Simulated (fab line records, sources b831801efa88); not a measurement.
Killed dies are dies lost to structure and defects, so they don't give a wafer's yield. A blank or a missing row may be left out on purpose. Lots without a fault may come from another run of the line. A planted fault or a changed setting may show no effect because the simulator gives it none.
One fault seen from 2 desks | flow gf180mcu | each desk has only its own numbers; what lay behind them comes last

THE TOOL OWNER'S DESK: cmp-02
The tool's own readings at GF_V3_CMP_04 (polishes SiO2): means of the sampled wafers that have a number, for each lot that ran on this tool. A lot is out of limits, marked OUT, if its mean lies more than 4 standard deviations from the usual mean; the brackets give that distance.
Columns: A = motor_current_A at GF_V3_CMP_04, usual 12.5 A; B = platen_rpm at GF_V3_CMP_04, usual 60.00 rpm; C = time_to_endpoint_s at GF_V3_CMP_04, usual 80 s
lot  | first seen here | A    | B     | C
L728 | day 22 18:19    | 12.1 | 59.99 | 77
L732 | day 24 12:35    | 12.8 | 60.02 | 97
L733 | day 25 01:08    | 12.0 | 60.00 | 97
L734 | day 25 05:40    | 14.0 | 60.00 | 91
L741 | day 27 15:22    | 12.9 | 59.96 | 81
L743 | day 27 20:04    | 12.0 | 60.04 | 80
L744 | day 28 01:18    | 13.2 | 60.01 | 84
L747 | day 28 17:02    | 13.1 | 59.99 | 77
This desk's finding: nothing out of limits on any of the 8 lots.

THE METROLOGY DESK
What the gauges read, lot by lot, whatever tool the lot ran on: means of the sampled wafers that have a number. A lot is out of limits, marked OUT, if its mean lies more than 4 standard deviations from the usual mean; the brackets give that distance.
Columns: A = V2_CVD_00_THK at GF_V2_THK_MEAS_01, usual 601 nm
lot  | first seen here | A
L724 | day 19 11:56    | 604
L726 | day 20 03:02    | 604
L728 | day 20 15:38    | 597
L732 | day 22 12:20    | 609
L733 | day 23 00:55    | 603
L734 | day 23 06:54    | 601
L740 | day 25 12:07    | 600
L742 | day 25 15:46    | 609
L741 | day 25 19:49    | 594
L743 | day 25 23:52    | 591
L744 | day 26 05:58    | 606
L747 | day 26 22:11    | 601
This desk's finding: nothing out of limits on any of the 12 lots.

PUT TOGETHER
The tool owner's desk saw nothing out of limits.
The metrology desk saw nothing out of limits.

WHAT THE SIMULATOR HAD PUT IN
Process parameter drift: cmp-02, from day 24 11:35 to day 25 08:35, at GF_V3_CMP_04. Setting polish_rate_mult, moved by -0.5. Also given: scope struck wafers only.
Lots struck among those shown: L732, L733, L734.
